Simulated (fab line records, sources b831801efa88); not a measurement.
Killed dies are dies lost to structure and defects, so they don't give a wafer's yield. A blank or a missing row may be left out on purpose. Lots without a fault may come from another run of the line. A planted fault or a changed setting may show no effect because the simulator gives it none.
Which tool did it? | flow gf180mcu | 12 lots, 36 wafers sampled, at 1 step of a route of 602

WHAT THE GAUGES READ, wafer by wafer
GF_STI_CD_MEAS_12: target cd 220 nm.
lot  | measured    | on        | cd_nm (nm)
L075 | day 2 06:28 | cd_sem-01 | 219.6 219.8 220.0
L077 | day 2 17:01 | cd_sem-01 | 220.0 221.5 220.2
L079 | day 3 04:19 | cd_sem-02 | 219.6 219.8 220.1
L081 | day 3 13:22 | cd_sem-02 | 218.5 218.3 218.5
L083 | day 3 23:26 | cd_sem-02 | 218.6 219.3 220.8
L085 | day 4 10:26 | cd_sem-02 | 219.4 219.6 219.6
L087 | day 4 20:17 | cd_sem-02 | 218.3 219.2 218.7
L089 | day 5 06:53 | cd_sem-02 | 221.3 221.5 221.1
L091 | day 5 16:55 | cd_sem-01 | 222.0 220.7 220.9
L093 | day 6 05:52 | cd_sem-01 | 222.8 221.8 221.3
L095 | day 6 13:08 | cd_sem-01 | 220.1 220.0 221.1
L097 | day 6 23:47 | cd_sem-02 | 216.9 217.4 217.6

WHICH TOOL RAN EACH LOT (tool, then ch and the chambers of the sampled wafers, then the start)
The record holds no process step before these readings.

THE ANSWER, worked out from the rows above alone
Rule: what is usual is taken from the lots themselves. Put in order of their means at a reading, lots are off if they are a third of the lots or fewer, leave a main group of 4 or more, and stand apart from it by a gap of 3 or more times the standard deviation of the main group's means; of several such gaps the widest counts. A main group whose means are all the same, to the digits that the tables above print for the reading, isn't used. A lot without any number at a reading at which 4 lots or more have one is off too. The other lots that the step has rows for count as sound.
No lot is off at any reading shown: from this, nothing can be told.

WHAT THE SIMULATOR HAD PUT IN
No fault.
